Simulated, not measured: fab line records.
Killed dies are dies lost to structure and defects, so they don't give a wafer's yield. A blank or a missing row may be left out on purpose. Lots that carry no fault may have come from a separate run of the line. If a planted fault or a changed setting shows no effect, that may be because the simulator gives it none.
Which tool is to blame? | flow sky130 | 6 lots with 18 wafers sampled at 2 steps, on a route of 708 steps

## WHAT EACH GAUGE READ, for each wafer
SKY_POLY_GATE_THK_MEAS_04.
lot  | measured     | on            | POLY_GATE_CVD_03_THK (nm)
L834 | day 18 00:44 | film metro-03 | 75.1 75.3 75.0
L841 | day 20 23:52 | film metro-02 | 75.2 75.3 75.4
L843 | day 21 11:38 | film metro-02 | 75.7 75.4 75.6
L846 | day 23 09:43 | film metro-03 | 76.1 75.7 75.3
L848 | day 23 11:05 | film metro-02 | 75.3 74.6 75.0
L850 | day 23 18:07 | film metro-02 | 75.7 75.8 75.9

## EACH LOT AND THE TOOL THAT RAN IT (in order: tool; ch and the chambers of the sampled wafers; start)
lot  | SKY_SONOS_ONO_ETCH_15
L834 | rie diel-02 ch 2,3, day 15 07:14
L841 | rie diel-04 ch 0,2,3, day 17 10:06
L843 | rie diel-04 ch 2,3, day 18 14:10
L846 | rie diel-01 ch 1,2, day 19 12:06
L848 | rie diel-04 ch 0,1,3, day 19 21:14
L850 | rie diel-01 ch 0,3, day 20 21:20
- SKY_SONOS_ONO_ETCH_15: etches the open film in CHF3/O2, target depth 19.52 nm, time 7.8 s.

## THE ANSWER, worked out from the rows above alone
Rule: the lots themselves supply what counts as usual. The widest of any qualifying gaps counts: lots, ordered by their means at a reading, are off when they make up no more than a third of the lots, leave a main group of 4 or more, and stand apart from it by 3 or more times the standard deviation of that group's means. Not used: any main group whose means are identical at the precision the tables above print for the reading. Also off: a lot with no number at a reading for which 4 or more lots have one. All remaining lots with rows at the step are treated as sound.
None of the lots is off at any reading shown; this tells nothing.

## WHAT THE SIMULATOR PUT IN
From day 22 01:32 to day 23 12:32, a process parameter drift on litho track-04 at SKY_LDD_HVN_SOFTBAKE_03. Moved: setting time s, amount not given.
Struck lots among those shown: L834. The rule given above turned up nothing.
